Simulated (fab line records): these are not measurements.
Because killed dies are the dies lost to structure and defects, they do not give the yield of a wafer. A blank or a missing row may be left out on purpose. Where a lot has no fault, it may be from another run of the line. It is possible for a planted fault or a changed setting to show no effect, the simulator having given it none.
Which tool was responsible? | flow gf180mcu | 13 lots with 38 wafers sampled at 4 steps, on a route of 602 steps

WHAT THE GAUGES READ, wafer by wafer
GF_SAB_CD_MEAS_09 targets a cd of 420 nm. Usual: 419.3 nm for cdNm, sd 2.2.
lot  | measured     | on       | cdNm (nm)         | flag
L321 | day 14 23:25 | cdSem-01 | 423.0 420.2 421.9 | 
L325 | day 16 07:55 | cdSem-02 | 417.0 419.1 419.6 | 
L326 | day 16 16:10 | cdSem-02 | 415.5 416.6 417.0 | 
L327 | day 17 04:16 | cdSem-02 | 414.0 417.1 417.3 | 
L328 | day 17 09:43 | cdSem-02 | 416.9 419.8 419.1 | 
L329 | day 18 01:35 | cdSem-01 | 420.7 418.5 419.5 | 
L330 | day 18 11:39 | cdSem-02 | 421.2 421.3       | 
L339 | day 21 18:58 | cdSem-02 | 420.3 420.0 421.3 | 
L340 | day 22 10:12 | cdSem-02 | 419.1 417.2 418.5 | 
L341 | day 22 11:24 | cdSem-01 | 415.8 414.1 416.0 | 
L342 | day 22 23:14 | cdSem-01 | 418.9 417.8 419.0 | 
L343 | day 23 02:26 | cdSem-01 | 423.6 425.9 424.7 | 
L344 | day 23 11:16 | cdSem-02 | 421.4 422.9 421.6 | 

GF_SALICIDE_THK_MEAS_05: measures by xrf. Usual: SALICIDE_TIN_THK 20.00 nm, standard deviation 0.21.
lot  | measured     | on           | SALICIDE_TIN_THK (nm) | flag
L321 | day 15 00:16 | filmMetro-04 | 20.10 20.02 20.06     | 
L325 | day 16 08:36 | filmMetro-04 | 19.66 19.92 19.97     | 
L326 | day 16 16:50 | filmMetro-02 | 20.09 20.26 20.39     | 
L327 | day 17 04:56 | filmMetro-02 | 20.04 20.26 20.19     | 
L328 | day 17 10:22 | filmMetro-01 | 19.82 19.95 19.63     | 
L329 | day 18 02:20 | filmMetro-02 | 20.13 19.98 19.84     | 
L330 | day 18 12:32 | filmMetro-02 | 20.19 20.04           | 
L339 | day 21 19:38 | filmMetro-02 | 20.07 19.95 20.00     | 
L340 | day 22 10:52 | filmMetro-02 | 19.92 20.21 20.12     | 
L341 | day 22 12:04 | filmMetro-01 | 20.22 19.94 19.92     | 
L342 | day 22 23:54 | filmMetro-01 | 20.11 20.12 19.82     | 
L343 | day 23 03:05 | filmMetro-04 | 19.66 20.14 20.10     | 
L344 | day 23 11:59 | filmMetro-02 | 19.65 19.91 19.92     | 

GF_CONTACT_THK_MEAS_03. Usual: CONTACT_CVD_02_THK 861 nm, standard deviation 11.
lot  | measured     | on           | CONTACT_CVD_02_THK (nm) | flag
L321 | day 15 00:48 | filmMetro-02 | 861 875 886             | 
L325 | day 16 09:14 | filmMetro-02 | 842 850 856             | 
L326 | day 16 17:28 | filmMetro-04 | 867 847 868             | 
L327 | day 17 05:28 | filmMetro-04 | 847 885 868             | 
L328 | day 17 10:54 | filmMetro-02 | 883 875 878             | 
L329 | day 18 02:53 | filmMetro-03 | 844 1269 854            | OFF
L330 | day 18 13:09 | filmMetro-02 | 846 1280                | OFF
L339 | day 21 20:10 | filmMetro-03 | 866 882 865             | 
L340 | day 22 11:23 | filmMetro-04 | 841 853 855             | 
L341 | day 22 12:35 | filmMetro-03 | 842 845 856             | 
L342 | day 23 00:25 | filmMetro-02 | 856 870 863             | 
L343 | day 23 03:37 | filmMetro-04 | 869 882 868             | 
L344 | day 23 12:31 | filmMetro-03 | 864 854 855             | 

TOOL THAT RAN EACH LOT (tool first, then ch and the chambers of the sampled wafers, then the start)
lot  | GF_CONTACT_CVD_02
L321 | pecvd-04 ch 1,2, day 15 00:44
L325 | pecvd-04 ch 0,1,2, day 16 09:10
L326 | pecvd-02 ch 0,1,2, day 16 17:23
L327 | pecvd-04 ch 0,1,2, day 17 05:23
L328 | pecvd-04 ch 0,1,2, day 17 10:50
L329 | pecvd-04 ch 0,1, day 18 02:47
L330 | pecvd-04 ch 0,2, day 18 13:05
L339 | pecvd-04 ch 0,1,2, day 21 20:05
L340 | pecvd-02 ch 1,2, day 22 11:19
L341 | pecvd-04 ch 0,2, day 22 12:31
L342 | pecvd-02 ch 0,1,2, day 23 00:20
L343 | pecvd-04 ch 0,1, day 23 03:31
L344 | pecvd-04 ch 0,1,2, day 23 12:26
- GF_CONTACT_CVD_02: deposits SiO2 from TEOS, target thk 860 nm, time 95.992 s.

WHAT THE TOOLS THEMSELVES READ (means of the sampled wafers that have a number; where no wafer has one, the mark that the record gives instead)
GF_CONTACT_CVD_02. Usual: 640 W for heaterPowerW, sd 120.
lot  | tool     | heaterPowerW (W) | flag
L321 | pecvd-04 | 780              | 
L325 | pecvd-04 | 713              | 
L326 | pecvd-02 | 583              | 
L327 | pecvd-04 | 712              | 
L328 | pecvd-04 | 671              | 
L329 | pecvd-04 | 643              | 
L330 | pecvd-04 | 740              | 
L339 | pecvd-04 | 669              | 
L340 | pecvd-02 | 657              | 
L341 | pecvd-04 | 667              | 
L342 | pecvd-02 | 602              | 
L343 | pecvd-04 | 615              | 
L344 | pecvd-04 | 696              | 

THE ANSWER, worked out from the rows above alone
Rule: a lot is off if the mean of its wafers that have a number lies more than 3 standard deviations from the usual mean. A lot without any number at a reading at which 4 lots or more have one is off too. Any other lot the step has rows for is counted as sound. The gauges are gone through in route order, then the tools' own readings, and for those a lot's mean is taken as printed above. At the first step where some lot is off, the reading lying furthest off is the one used; lots without a number count as furthest.
Off: L329, L330, at GF_CONTACT_THK_MEAS_03 (CONTACT_CVD_02_THK).
If a tool, at a process step before that reading, ran all the lots that are off and no sound lot after the first of them, it fits. Those tools and the gauges at GF_CONTACT_THK_MEAS_03 are tried in the same way. Not one of the candidates tried fits.

WHAT THE SIMULATOR HAD PUT IN
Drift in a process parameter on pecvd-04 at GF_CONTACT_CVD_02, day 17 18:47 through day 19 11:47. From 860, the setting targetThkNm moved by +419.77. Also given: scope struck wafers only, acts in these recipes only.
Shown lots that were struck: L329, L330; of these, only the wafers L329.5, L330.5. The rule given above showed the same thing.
